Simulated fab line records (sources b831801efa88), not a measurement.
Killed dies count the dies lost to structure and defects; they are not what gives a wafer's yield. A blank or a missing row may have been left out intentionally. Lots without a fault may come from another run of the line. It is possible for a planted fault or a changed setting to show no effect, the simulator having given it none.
Which tool did it? | flow gf180mcu | 39 wafers sampled from 13 lots at 1 step of a route of 602

WHAT THE GAUGES SHOWED, per wafer
GF_V3_RS_MEAS_24: a four-point-probe measurement. Usual: for V3_W_RS the level is 0.325 ohm/sq and the standard deviation is 0.0063.
lot  | measured     | on           | V3_W_RS (ohm/sq)  | flag
L257 | day 22 11:15 | filmMetro-01 | 0.319 0.320 0.325 | 
L261 | day 23 21:42 | filmMetro-03 | 0.323 0.323 0.322 | 
L262 | day 24 06:20 | filmMetro-03 | 0.331 0.328 0.332 | 
L263 | day 24 14:12 | filmMetro-01 | 0.319 0.320 0.318 | 
L264 | day 24 21:55 | filmMetro-03 | 0.320 0.325 0.326 | 
L265 | day 25 06:43 | filmMetro-01 | 0.328 0.328 0.324 | 
L267 | day 25 18:46 | filmMetro-03 | 0.322 0.319 0.322 | 
L275 | day 28 09:29 | filmMetro-01 | 0.331 0.328 0.330 | 
L276 | day 28 15:56 | filmMetro-01 | 0.316 0.324 0.324 | 
L277 | day 28 18:41 | filmMetro-02 | 0.332 0.326 0.330 | 
L278 | day 29 02:51 | filmMetro-02 | 0.331 0.334 0.332 | 
L279 | day 29 10:28 | filmMetro-01 | 0.320 0.320 0.328 | 
L280 | day 29 17:50 | filmMetro-01 | 0.330 0.331 0.334 | 

WHAT TOOL EACH LOT RAN ON (gives the tool, then ch and the chambers of the sampled wafers, and finally the start)
Before these readings, the record contains no process step.

AS READ BY THE TOOLS THEMSELVES (means over the sampled wafers that have a number; for cases with no such wafer, the mark the record gives instead)
The record holds no such reading with a usual standard deviation.

THE ANSWER, worked out from the rows above alone
Rule: a lot is off if the mean of its wafers that have a number lies more than 3 standard deviations from the usual mean. A lot without any number at a reading at which 4 lots or more have one is off too. The other lots that the step has rows for count as sound. Order of review: gauges by route order, followed by the tools' own readings, for which a lot's mean as printed above is used. The first step at which some lot is off is used, and at that step the reading that is off furthest; a lot without a number counts as furthest.
No lot is off on any of the readings shown, so nothing can be concluded from this.

WHAT WAS PUT IN BY THE SIMULATOR
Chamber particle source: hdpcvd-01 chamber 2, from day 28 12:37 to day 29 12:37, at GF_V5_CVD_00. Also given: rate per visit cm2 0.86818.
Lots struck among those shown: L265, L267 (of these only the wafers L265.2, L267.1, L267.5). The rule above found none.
